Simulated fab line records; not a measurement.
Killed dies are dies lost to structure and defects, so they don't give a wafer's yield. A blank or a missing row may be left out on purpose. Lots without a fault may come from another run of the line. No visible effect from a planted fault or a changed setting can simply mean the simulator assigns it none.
fab line records	flow sky130
record lots=6	wafers=18	last_day=50
route steps=708 shown RES_XHIGH@339 SD_N@342 SD_P@359 PAD_OPEN@708
lots that met no fault: taken from a fault-free run of the same line
start_h: hours from the record's first day to the start of the lot's first wafer shown	wait_h: time in hours since the lot's previous step	" identical to the entry in the row above	L1.1+2: a row that stands for several wafers	- no value, or no start was given	* or withheld: withheld	< > ~ a bound
route shown NAME@n: names a module that has steps shown in the file, with the first one's number in the route	usual: mean/standard deviation of fault-free wafers	same: alike in all rows	chamber/n: place in a boat	sites: per-site readings	_std_site: how widely they spread, as a standard deviation	_edge_site: mean of outer sites minus mean of inner sites	radius_mm: for every site, how far away it sits from the centre of the wafer	mask NAME#n: copy n	behind: the last tool/chamber to shape the wafer	hold: reason for holding the lot/hours on hold/outcome of the hold	device: the transistor (n, p or np) that didn't switch	end of line: at the end of the route, the tests of the same wafers	where a step has no rows: the recipe by itself	killed: not the wafer's yield, but the dies lost to structure and defects at the first sort	map: a wafer's dies, marking killed ones x, the rest . and places with no die _
set.NAME: the setting that was run; set.NAME@STEP: the one run at that earlier step	model.NAME: the simulator's own value behind a step, which no gauge read
certain route steps with their lots: each step a table, each wafer a row
services: from which hour (start_h, from the record's first day; less than 0 if before it) a tool's chamber was out of use, for how many hours, and why
## steps
# step SKY_RES_XHIGH_IMPLANT_07
# recipe species=BF2	energy_kev=20	dose_cm2=3.6e+14	tilt_deg=0
# step SKY_RES_XHIGH_STRIP_08
# recipe chemistry=O2/N2	power_w=1400	pressure_mtorr=1500	platen_temp_c=withheld	o2_flow_sccm=3000	n2_flow_sccm=300	overash_fraction=0.5
# usual drypump_motor_current_A=5.7/0.33	oes_product_au=0.711/0.0041	strip_time_to_endpoint_s=14.28/0.038
lot.wafer	tool	chamber	start_h	wait_h	drypump_motor_current_A	oes_product_au	rf_hours_counter_h	strip_time_to_endpoint_s
L290.1	plasma_asher-01	1	619.76	0.1	5.9	0.714	82	14.35
L290.2	"	0	"	"	5.5	0.707	82	14.29
L290.6	"	0	"	"	5.5	0.718	-	14.32
L292.2	plasma_asher-01	1	633.66	0.1	5.9	0.718	83	14.27
L292.3	"	0	"	"	5.5	0.714	-	14.29
L292.4	"	1	"	"	5.9	0.708	-	14.31
L293.4	plasma_asher-04	1	640.16	0.1	5.8	0.714	-	14.28
L293.5	"	1	"	"	5.8	0.709	-	14.33
L293.6	"	0	"	"	5.8	0.705	-	14.30
L307.1	plasma_asher-04	0	777.31	0.1	5.9	0.714	3	14.26
L307.2	"	1	"	"	5.8	0.714	3	14.24
L307.6	"	0	"	"	5.8	0.708	-	14.29
L308.1	plasma_asher-01	1	789.46	0.1	5.9	0.709	98	14.20
L308.5	"	1	"	"	5.9	0.706	-	14.24
L308.6	"	0	"	"	5.5	0.719	-	14.30
L311.2	plasma_asher-02	1	803.96	0.1	5.0	0.714	37	14.29
L311.4	"	0	"	"	5.9	0.713	-	14.27
L311.6	"	0	"	"	5.9	0.709	-	14.29
# step SKY_RES_XHIGH_TW_MEAS_09
# usual RES_XHIGH_TW=1636/11
lot.wafer	tool	chamber	start_h	wait_h	RES_XHIGH_TW
L290.1	film_metro-04	-	619.86	0.1	1659
L290.2	"	-	"	"	1655
L290.6	"	-	"	"	1665
L292.2	film_metro-02	-	633.77	0.1	1627
L292.3	"	-	"	"	1635
L292.4	"	-	"	"	1618
L293.4	film_metro-03	-	640.25	0.1	1634
L293.5	"	-	"	"	1628
L293.6	"	-	"	"	1629
L307.1	film_metro-02	-	777.41	0.1	1646
L307.2	"	-	"	"	1643
L307.6	"	-	"	"	1641
L308.1	film_metro-02	-	789.56	0.1	1643
L308.5	"	-	"	"	1644
L308.6	"	-	"	"	1643
L311.2	film_metro-02	-	804.07	0.1	1640
L311.4	"	-	"	"	1631
L311.6	"	-	"	"	1637
# step SKY_SD_N_DEHYDRATE_00
# recipe temp_c=200	time_s=60
# step SKY_SD_N_HMDS_01
# recipe prime_time_s=60	prime_temp_c=120
# step SKY_SD_N_COAT_02
# recipe resist=NOVOLAK	spin_rpm=3000	resist_thk_nm=1140
# step SKY_SD_N_SOFTBAKE_03
# recipe temp_c=90	time_s=60	resist=NOVOLAK
# step SKY_SD_N_EXPOSE_04
# recipe mask_id=NSDM	na=0.6	source_shape=conventional	sigma_outer=0.6	polarization=unpolarized	target_cd_nm=380	dose_mj=141
# step SKY_SD_N_PEB_05
# recipe temp_c=withheld	time_s=*	resist=NOVOLAK
# step SKY_SD_N_DEVELOP_06
# recipe resist=NOVOLAK	developer=TMAH	develop_time_s=60	dev_temp_c=23
# step SKY_SD_N_CD_MEAS_07
# recipe target_cd_nm=380
# usual cd_nm=379.7/2.6
lot.wafer	tool	chamber	start_h	wait_h	cd_nm
L290.1	cd_sem-02	-	648.46	0.1	378.8
L290.2	"	-	"	"	378.5
L290.6	"	-	"	"	380.6
L292.2	cd_sem-01	-	661.63	0.1	384.1
L292.3	"	-	"	"	381.6
L292.4	"	-	"	"	384.5
L293.4	cd_sem-02	-	668.21	0.1	377.6
L293.5	"	-	"	"	376.0
L293.6	"	-	"	"	375.9
L307.1	cd_sem-02	-	803.66	0.1	380.9
L307.2	"	-	"	"	382.2
L307.6	"	-	"	"	381.2
L308.1	cd_sem-01	-	815.05	0.1	378.7
L308.5	"	-	"	"	377.0
L308.6	"	-	"	"	379.2
L311.2	cd_sem-01	-	830.08	0.1	377.3
L311.4	"	-	"	"	378.6
L311.6	"	-	"	"	380.9
# step SKY_SD_N_OVL_MEAS_08
# usual SD_N_OVL=-0.7/1.3
lot.wafer	tool	chamber	start_h	wait_h	SD_N_OVL[nm]
L290.1	overlay-02	-	648.58	0.1	0.6
L290.2	"	-	"	"	0.4
L290.6	"	-	"	"	1.0
L292.2	overlay-02	-	661.73	0.1	-1.1
L292.3	"	-	"	"	-0.7
L292.4	"	-	"	"	-1.0
L293.4	overlay-02	-	668.29	0.1	-0.7
L293.5	"	-	"	"	-1.8
L293.6	"	-	"	"	-3.4
L307.1	overlay-01	-	803.78	0.1	2.9
L307.2	"	-	"	"	1.7
L307.6	"	-	"	"	1.8
L308.1	overlay-02	-	815.17	0.1	0.1
L308.5	"	-	"	"	1.6
L308.6	"	-	"	"	1.5
L311.2	overlay-01	-	830.19	0.1	-1.2
L311.4	"	-	"	"	-1.0
L311.6	"	-	"	"	-0.3
# step SKY_SD_N_IMPLANT_09
# recipe species=As	energy_kev=50	dose_cm2=4e+15	tilt_deg=0
# usual beam_energy_keV=50.001/0.016
lot.wafer	tool	chamber	start_h	wait_h	beam_energy_keV	model.implant.rp_nm	model.implant.drp_nm
L290.1	implanter-02	0	648.61	0.0	50.012	32.65	14.11
L290.2	"	0	"	"	50.019	32.65	14.11
L290.6	"	0	"	"	50.023	32.65	14.11
L292.2	implanter-04	0	661.79	0.0	63.830	39.35	16.99
L292.3	"	0	"	"	63.840	39.35	16.99
L292.4	"	0	"	"	63.824	39.35	16.99
L293.4	implanter-04	0	668.38	0.1	63.840	40.16	16.99
L293.5	"	0	"	"	63.842	40.16	16.99
L293.6	"	0	"	"	63.869	40.16	16.99
L307.1	implanter-01	0	803.82	0.0	50.017	31.39	14.11
L307.2	"	0	"	"	50.024	31.39	14.11
L307.6	"	0	"	"	50.023	31.39	14.11
L308.1	implanter-01	0	815.20	0.0	49.988	32.99	14.11
L308.5	"	0	"	"	49.989	32.99	14.11
L308.6	"	0	"	"	49.981	32.99	14.11
L311.2	implanter-04	0	830.24	0.0	49.963	32.53	14.11
L311.4	"	0	"	"	49.996	32.53	14.11
L311.6	"	0	"	"	50.004	32.53	14.11
# step SKY_SD_N_IMPLANT_10
# recipe species=P	energy_kev=20	dose_cm2=1e+14	tilt_deg=0
# step SKY_SD_N_STRIP_11
# recipe chemistry=O2/N2	power_w=1400	pressure_mtorr=1500	platen_temp_c=withheld	o2_flow_sccm=3000	n2_flow_sccm=300	overash_fraction=0.5
# usual drypump_motor_current_A=5.5/0.37	oes_product_au=0.528/0.0045	strip_time_to_endpoint_s=22.54/0.039
lot.wafer	tool	chamber	start_h	wait_h	drypump_motor_current_A	oes_product_au	rf_hours_counter_h	strip_time_to_endpoint_s
L290.1	plasma_asher-03	1	648.91	0.1	5.5	0.521	53	22.58
L290.2	"	0	"	"	5.4	0.529	53	22.59
L290.6	"	0	"	"	5.4	0.528	-	22.57
L292.2	plasma_asher-02	0	662.06	0.1	5.9	0.511	24	24.60
L292.3	"	0	"	"	6.0	0.506	-	24.62
L292.4	"	1	"	"	5.0	0.500	-	24.64
L293.4	plasma_asher-03	0	668.64	0.1	5.4	0.500	-	24.60
L293.5	"	0	"	"	5.4	0.508	-	24.60
L293.6	"	1	"	"	5.5	0.513	-	24.66
L307.1	plasma_asher-02	0	804.12	0.1	6.0	0.530	37	22.54
L307.2	"	1	"	"	5.0	0.528	37	22.54
L307.6	"	1	"	"	5.0	0.527	-	22.56
L308.1	plasma_asher-03	1	815.50	0.1	5.5	0.529	70	22.48
L308.5	"	1	"	"	5.5	0.534	-	22.51
L308.6	"	0	"	"	5.4	0.530	-	22.47
L311.2	plasma_asher-04	1	830.52	0.1	5.8	0.526	8	22.56
L311.4	"	1	"	"	5.8	0.533	-	22.53
L311.6	"	0	"	"	5.8	0.526	-	22.54
# step SKY_SD_N_TW_MEAS_12
# usual SD_N_TW=3966/25
lot.wafer	tool	chamber	start_h	wait_h	SD_N_TW
L290.1	film_metro-03	-	649.01	0.1	3962
L290.2	"	-	"	"	3937
L290.6	"	-	"	"	3938
L292.2	film_metro-03	-	662.17	0.1	4195
L292.3	"	-	"	"	4212
L292.4	"	-	"	"	4194
L293.4	film_metro-03	-	668.73	0.1	4194
L293.5	"	-	"	"	4220
L293.6	"	-	"	"	4211
L307.1	film_metro-02	-	804.22	0.1	3954
L307.2	"	-	"	"	3963
L307.6	"	-	"	"	3987
L308.1	film_metro-02	-	815.60	0.1	3984
L308.5	"	-	"	"	3986
L308.6	"	-	"	"	3991
L311.2	film_metro-02	-	830.63	0.1	3976
L311.4	"	-	"	"	3956
L311.6	"	-	"	"	3968
# step SKY_SD_N_CLEAN_13
# recipe chemistry=SC1/SC2	mix=1:4:20	temp_c=70	time_s=150	dry=n2_spin
# step SKY_SD_N_RTA_14
# recipe temp_c=1075	time_s=2	idle_temp_c=650	ramp_up_c_per_s=150	ramp_down_c_per_s=90	ambient=N2
# usual lamp_power_pct=15.73/0.061	wafer_temp_C_max=1077.8/1.3
lot.wafer	tool	chamber	start_h	wait_h	lamp_power_pct	wafer_temp_C_max
L290.1	rtp_anneal-01	0	649.12	0.0	15.73	1077.5
L290.2	"	0	"	"	15.62	1076.9
L290.6	"	0	"	"	15.74	1076.0
L292.2	rtp_anneal-01	0	662.28	0.0	15.74	1076.6
L292.3	"	0	"	"	15.82	1077.5
L292.4	"	0	"	"	15.79	1077.6
L293.4	rtp_anneal-02	0	668.84	0.0	15.67	1078.8
L293.5	"	0	"	"	15.68	1077.9
L293.6	"	0	"	"	15.68	1077.2
L307.1	rtp_anneal-02	0	804.33	0.0	15.71	1078.3
L307.2	"	0	"	"	15.67	1077.9
L307.6	"	0	"	"	15.64	1078.6
L308.1	rtp_anneal-01	0	815.71	0.0	15.76	1078.5
L308.5	"	0	"	"	15.66	1077.6
L308.6	"	0	"	"	15.71	1077.7
L311.2	rtp_anneal-02	0	830.74	0.0	15.78	1076.5
L311.4	"	0	"	"	15.72	1077.1
L311.6	"	0	"	"	15.67	1076.0
# step SKY_SD_N_RS_MEAS_16
# recipe thk_meas_gauge=four-point-probe
# usual SD_N_RS=68.54/0.13
lot.wafer	tool	chamber	start_h	wait_h	SD_N_RS[ohm/sq]
L290.1	film_metro-04	-	649.35	0.1	68.47
L290.2	"	-	"	"	68.52
L290.6	"	-	"	"	68.49
L292.2	film_metro-02	-	662.47	0.1	59.98
L292.3	"	-	"	"	60.04
L292.4	"	-	"	"	60.14
L293.4	film_metro-04	-	669.05	0.1	60.14
L293.5	"	-	"	"	60.10
L293.6	"	-	"	"	59.93
L307.1	film_metro-02	-	804.51	0.1	68.63
L307.2	"	-	"	"	68.76
L307.6	"	-	"	"	68.63
L308.1	film_metro-04	-	815.89	0.1	68.41
L308.5	"	-	"	"	68.42
L308.6	"	-	"	"	68.44
L311.2	film_metro-04	-	830.92	0.1	68.30
L311.4	"	-	"	"	68.45
L311.6	"	-	"	"	68.47
# step SKY_SD_N_RS_MEAS_17
# recipe thk_meas_gauge=four-point-probe
# usual SD_P_RS=147.0/0.41
lot.wafer	tool	chamber	start_h	wait_h	SD_P_RS[ohm/sq]
L290.1	film_metro-04	-	649.47	0.1	146.7
L290.2	"	-	"	"	146.9
L290.6	"	-	"	"	146.8
L292.2	film_metro-02	-	662.59	0.1	146.5
L292.3	"	-	"	"	146.9
L292.4	"	-	"	"	147.0
L293.4	film_metro-04	-	669.17	0.1	147.0
L293.5	"	-	"	"	147.4
L293.6	"	-	"	"	147.2
L307.1	film_metro-02	-	804.63	0.1	147.1
L307.2	"	-	"	"	147.5
L307.6	"	-	"	"	147.3
L308.1	film_metro-04	-	816.01	0.1	146.9
L308.5	"	-	"	"	146.6
L308.6	"	-	"	"	146.7
L311.2	film_metro-04	-	831.04	0.1	147.1
L311.4	"	-	"	"	147.1
L311.6	"	-	"	"	147.4
# step SKY_PAD_OPEN_PROBE_99
# usual killed_at_M0_to_M3=44/7.2	killed_at_M4_up=3.0/1.8	killed_at_contacts=24/5.4	killed_at_front_end=14/4.4	killed_at_other=0.4/0.64	killed_dies=86/9.4	killed_open=47/7.7	killed_short=39/5.8
# same gross_dies=492	killed_at_back_side=0
lot.wafer	tool	chamber	start_h	wait_h	killed_at_M0_to_M3	killed_at_M4_up	killed_at_contacts	killed_at_front_end	killed_at_other	killed_dies	killed_open	killed_short	model.etest.res_ndiff.line_ohm_um	model.etest.sonos_uncharged.r_on_ohm_um	model.etest.res_ndiff.rs_ohm_sq	model.etest.res_ndiff_hv.rs_ohm_sq	model.etest.sonos_programmed.off_log10_a_um	model.etest.nfet_01v8_lvt.vt_sat_v
L290.1	prober-01	-	1069.88	0.1	35	1	37	12	1	86	50	36	760.2	808.5	118.3	113.4	-14.03	0.5555
L290.2	prober-01	-	1069.93	0.1	42	2	23	15	2	84	42	42	782.2	812.9	119.4	112.5	-14.05	0.5544
L290.6	prober-01	-	1070.13	0.2	39	3	25	23	1	91	49	42	777.2	806.2	119.6	113.6	-14.03	0.5586
L292.2	prober-01	-	1087.61	0.1	38	5	26	16	0	85	45	40	683.8	799.9	107.7	102.2	-13.79	0.513
L292.3	prober-01	-	1087.66	0.2	27	5	25	14	0	71	36	35	684.2	786.1	107.9	102.3	-13.81	0.5074
L292.4	prober-01	-	1087.71	0.2	42	2	26	7	0	77	38	39	698.4	783.5	107.3	102.1	-13.64	0.5188
L293.4	prober-02	-	1089.56	0.2	47	7	16	16	0	86	43	43	670.6	795.4	106.5	100.9	-13.95	0.5192
L293.5	prober-02	-	1089.61	0.2	39	3	23	27	0	92	48	44	660	792.1	106.6	100.3	-13.88	0.5169
L293.6	prober-02	-	1089.66	0.2	28	3	28	19	0	78	51	27	668.1	791.2	106.9	101.1	-13.66	0.5098
L307.1	prober-02	-	1185.24	0.1	45	4	26	10	0	85	39	46	769.3	829.1	121.9	116.1	-14.02	0.5474
L307.2	prober-02	-	1185.29	0.1	42	3	21	15	0	81	40	41	783.7	808.5	122.1	115.8	-14.1	0.5408
L307.6	prober-02	-	1185.49	0.2	41	4	26	10	0	81	49	32	780.6	817.9	122.1	115.9	-14.01	0.5449
L308.1	prober-01	-	1191.33	0.1	48	1	20	12	0	81	40	41	743	818.4	118.7	113.6	-14.1	0.5227
L308.5	prober-01	-	1191.53	0.2	40	5	20	9	0	74	35	39	759.1	818.3	119.1	113.6	-14.01	0.5344
L308.6	prober-01	-	1191.58	0.2	48	2	24	17	0	91	42	49	758.5	813.2	118.4	114.8	-13.88	0.5385
L311.2	prober-01	-	1203.22	0.1	47	1	17	16	1	82	41	41	775.4	813.7	120.7	113.5	-13.86	0.5265
L311.4	prober-01	-	1203.32	0.2	45	3	27	7	0	82	35	47	777.1	820.1	118.8	112.9	-14.04	0.5355
L311.6	prober-01	-	1203.42	0.2	48	4	22	8	0	82	57	25	774.8	822.1	119.8	113.5	-13.97	0.5346
# killed by level:class
L290.1 LI_CONTACT:geometric_particle:open=12 CONTACT:geometric_particle:open=11 VIA1:geometric_particle:open=9 LI_CONTACT:geometric_particle:short=5 VIA2:geometric_particle:open=5 VIA3:geometric_particle:short=5 FIELD_ISO:geometric_particle:short=4 CONTACT:geometric_particle:short=4
L290.2 LI_CONTACT:geometric_particle:open=10 VIA1:geometric_particle:open=8 METAL2:geometric_particle:short=8 VIA3:geometric_particle:open=8 CONTACT:geometric_particle:open=5 VIA1:geometric_particle:short=4 LOCAL_INTERCONNECT:geometric_particle:short=4 CONTACT:geometric_particle:short=4
L290.6 CONTACT:geometric_particle:open=10 VIA3:geometric_particle:open=9 VIA1:geometric_particle:open=7 METAL2:geometric_particle:short=7 FIELD_ISO:geometric_particle:open=6 LI_CONTACT:geometric_particle:open=6 CONTACT:geometric_particle:short=6 METAL1:geometric_particle:short=5
L292.2 CONTACT:geometric_particle:open=8 VIA1:geometric_particle:open=8 LOCAL_INTERCONNECT:geometric_particle:short=7 VIA2:geometric_particle:open=7 POLY_GATE:geometric_particle:open=6 METAL3:geometric_particle:short=6 VIA3:geometric_particle:open=6 METAL4:geometric_particle:short=5
L292.3 LI_CONTACT:geometric_particle:open=7 VIA1:geometric_particle:open=6 FIELD_ISO:geometric_particle:open=5 LI_CONTACT:geometric_particle:short=5 LOCAL_INTERCONNECT:geometric_particle:short=5 CONTACT:geometric_particle:open=5 METAL2:geometric_particle:short=5 METAL1:geometric_particle:open=3
L292.4 VIA1:geometric_particle:open=12 VIA1:geometric_particle:short=5 LI_CONTACT:geometric_particle:open=5 LOCAL_INTERCONNECT:geometric_particle:short=5 CONTACT:geometric_particle:open=5 METAL2:geometric_particle:short=5 LI_CONTACT:geometric_particle:short=4 LOCAL_INTERCONNECT:geometric_particle:open=4
L293.4 VIA2:geometric_particle:open=12 METAL2:geometric_particle:short=9 VIA1:geometric_particle:open=6 VIA3:geometric_particle:short=6 CONTACT:geometric_particle:open=6 POLY_GATE:geometric_particle:open=5 METAL1:geometric_particle:short=5 FIELD_ISO:geometric_particle:short=4
L293.5 POLY_GATE:geometric_particle:short=8 CONTACT:geometric_particle:open=8 VIA1:geometric_particle:open=8 VIA2:geometric_particle:open=8 FIELD_ISO:geometric_particle:short=7 METAL1:geometric_particle:short=6 POLY_GATE:geometric_particle:open=5 LI_CONTACT:geometric_particle:open=5
L293.6 VIA3:geometric_particle:open=11 CONTACT:geometric_particle:open=11 LI_CONTACT:geometric_particle:open=9 VIA1:geometric_particle:open=7 POLY_GATE:geometric_particle:open=5 POLY_GATE:geometric_particle:short=5 FIELD_ISO:geometric_particle:open=4 FIELD_ISO:geometric_particle:short=4
L307.1 LI_CONTACT:geometric_particle:open=12 METAL2:geometric_particle:short=7 CONTACT:geometric_particle:open=6 METAL1:geometric_particle:short=6 VIA1:geometric_particle:open=6 VIA3:geometric_particle:open=6 VIA1:geometric_particle:short=5 VIA3:geometric_particle:short=5
L307.2 CONTACT:geometric_particle:open=8 VIA1:geometric_particle:open=7 LI_CONTACT:geometric_particle:open=6 METAL1:geometric_particle:short=6 METAL2:geometric_particle:short=5 VIA1:geometric_particle:short=5 VIA3:geometric_particle:open=5 POLY_GATE:geometric_particle:open=4
L307.6 CONTACT:geometric_particle:open=10 VIA1:geometric_particle:open=10 VIA2:geometric_particle:open=8 VIA3:geometric_particle:open=7 LI_CONTACT:geometric_particle:open=6 METAL2:geometric_particle:short=5 LOCAL_INTERCONNECT:geometric_particle:short=4 VIA2:geometric_particle:short=4
L308.1 VIA1:geometric_particle:open=15 VIA2:geometric_particle:short=6 METAL2:geometric_particle:short=6 VIA2:geometric_particle:open=6 FIELD_ISO:geometric_particle:short=5 LI_CONTACT:geometric_particle:open=5 VIA1:geometric_particle:short=5 CONTACT:geometric_particle:short=4
L308.5 METAL2:geometric_particle:short=10 VIA1:geometric_particle:open=7 CONTACT:geometric_particle:open=7 VIA2:geometric_particle:open=6 CONTACT:geometric_particle:short=4 VIA1:geometric_particle:short=4 FIELD_ISO:geometric_particle:open=3 FIELD_ISO:geometric_particle:short=3
L308.6 VIA2:geometric_particle:open=10 CONTACT:geometric_particle:open=7 VIA1:geometric_particle:short=7 VIA1:geometric_particle:open=7 FIELD_ISO:geometric_particle:open=6 FIELD_ISO:geometric_particle:short=6 METAL2:geometric_particle:short=6 LOCAL_INTERCONNECT:geometric_particle:short=5
L311.2 CONTACT:geometric_particle:open=8 VIA1:geometric_particle:open=7 VIA3:geometric_particle:open=7 METAL1:geometric_particle:short=6 VIA1:geometric_particle:short=6 FIELD_ISO:geometric_particle:short=5 FIELD_ISO:geometric_particle:open=5 VIA2:geometric_particle:short=5
L311.4 CONTACT:geometric_particle:open=10 METAL2:geometric_particle:short=9 VIA1:geometric_particle:open=8 LI_CONTACT:geometric_particle:short=6 CONTACT:geometric_particle:short=6 VIA1:geometric_particle:short=5 VIA2:geometric_particle:open=5 VIA3:geometric_particle:open=5
L311.6 CONTACT:geometric_particle:open=13 VIA1:geometric_particle:open=11 VIA2:geometric_particle:open=9 VIA3:geometric_particle:open=8 LI_CONTACT:geometric_particle:open=5 METAL1:geometric_particle:short=4 METAL3:geometric_particle:short=4 FIELD_ISO:geometric_particle:open=3
## services
tool	chamber	start_h	hours	kind
implanter-02	-	603.17	1.2	repair
rtp_anneal-02	-	605.53	1.7	pm
implanter-02	-	633.39	2.6	pm
plasma_asher-01	-	634.97	14.6	pm
implanter-04	-	643.70	1.0	repair
plasma_asher-03	-	668.13	0.4	repair
implanter-01	-	677.95	6.5	pm
implanter-02	-	697.73	5.2	repair
implanter-04	-	705.13	3.1	repair
plasma_asher-04	-	733.75	9.0	pm
plasma_asher-04	0	733.75	9.0	vent_cycle
plasma_asher-04	1	733.75	9.0	vent_cycle
implanter-01	-	738.40	3.0	repair
plasma_asher-04	0	742.75	-	clean
plasma_asher-04	1	742.75	-	clean
plasma_asher-04	-	753.24	5.1	repair
implanter-04	-	760.66	4.2	repair
plasma_asher-03	-	761.43	2.8	pm
plasma_asher-04	-	762.97	3.7	repair
plasma_asher-02	-	775.78	2.8	pm
implanter-01	-	784.81	3.6	repair
implanter-02	-	817.38	6.0	repair
## key
first_sign step=SKY_SD_N_IMPLANT_09	reading=beam_energy_keV	direction=up	sigmas=99+	usual=*	struck=*
effect step=SKY_SD_N_STRIP_11	reading=strip_time_to_endpoint_s	direction=up	sigmas=54	usual=*	struck=*
effect step=SKY_SD_N_TW_MEAS_12	reading=SD_N_TW	direction=up	sigmas=9.4	usual=3966	struck=4204
effect step=SKY_SD_N_RS_MEAS_16	reading=SD_N_RS	direction=down	sigmas=67	usual=68.54	struck=60.05
model_effect step=SKY_SD_N_IMPLANT_09	value=implant.rp_nm	without=32.49	struck=39.75
model_effect step=SKY_PAD_OPEN_PROBE_99	value=etest.res_ndiff.line_ohm_um	without=761	struck=677.5
met_at SKY_SD_N_IMPLANT_09
struck_wafers L292.2,L292.3,L292.4,L293.4,L293.5,L293.6
tester_left_out L292,L293
fault kind=process_parameter_drift	tool=implanter-04	chamber=-	onset_h=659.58	steps=SKY_SD_N_IMPLANT_09	channel=energy_kev	offset=*	shape=step	end_h=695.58	acts_in=*	stated=*
# tester_left_out: of these lots the tester's yield and bins aren't shown, on N5 and GAA mostly nor the transistor test; their killed dies are dies lost to structure and defects alone, not to doping, threshold or leakage, so they don't give the yield
